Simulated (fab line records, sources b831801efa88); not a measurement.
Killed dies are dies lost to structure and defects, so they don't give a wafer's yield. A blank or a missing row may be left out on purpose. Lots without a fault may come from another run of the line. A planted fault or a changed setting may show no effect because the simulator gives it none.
Which tool did it? | flow sky130 | 6 lots, 16 wafers sampled, at 2 steps of a route of 708

WHAT THE GAUGES READ, wafer by wafer
SKY_POLY_CUT_CD_MEAS_08: target cd 270 nm.
lot  | measured     | on        | cd_nm (nm)
L198 | day 24 19:58 | cd_sem-01 | 268.7 266.4 268.5
L199 | day 26 01:18 | cd_sem-02 | 271.7 273.5 273.4
L206 | day 28 13:17 | cd_sem-02 | 270.0 270.2
L209 | day 29 15:11 | cd_sem-01 | 269.7 270.0
L215 | day 30 18:47 | cd_sem-01 | 267.9 266.7 267.5
L218 | day 31 21:29 | cd_sem-01 | 271.1 270.2 270.5

WHICH TOOL RAN EACH LOT (tool, then ch and the chambers of the sampled wafers, then the start)
lot  | SKY_LDD_N_STRIP_16
L198 | plasma_asher-04 ch 0,1, day 18 06:33
L199 | plasma_asher-01 ch 0,1, day 19 14:41
L206 | plasma_asher-03 ch 0, day 22 06:41
L209 | plasma_asher-01 ch 0,1, day 23 11:33
L215 | plasma_asher-01 ch 0, day 24 14:56
L218 | plasma_asher-04 ch 0,1, day 25 21:43
- SKY_LDD_N_STRIP_16: strips in O2/N2.

THE ANSWER, worked out from the rows above alone
Rule: what is usual is taken from the lots themselves. Put in order of their means at a reading, lots are off if they are a third of the lots or fewer, leave a main group of 4 or more, and stand apart from it by a gap of 3 or more times the standard deviation of the main group's means; of several such gaps the widest counts. A main group whose means are all the same, to the digits that the tables above print for the reading, isn't used. A lot without any number at a reading at which 4 lots or more have one is off too. The other lots that the step has rows for count as sound.
No lot is off at any reading shown: from this, nothing can be told.

WHAT THE SIMULATOR HAD PUT IN
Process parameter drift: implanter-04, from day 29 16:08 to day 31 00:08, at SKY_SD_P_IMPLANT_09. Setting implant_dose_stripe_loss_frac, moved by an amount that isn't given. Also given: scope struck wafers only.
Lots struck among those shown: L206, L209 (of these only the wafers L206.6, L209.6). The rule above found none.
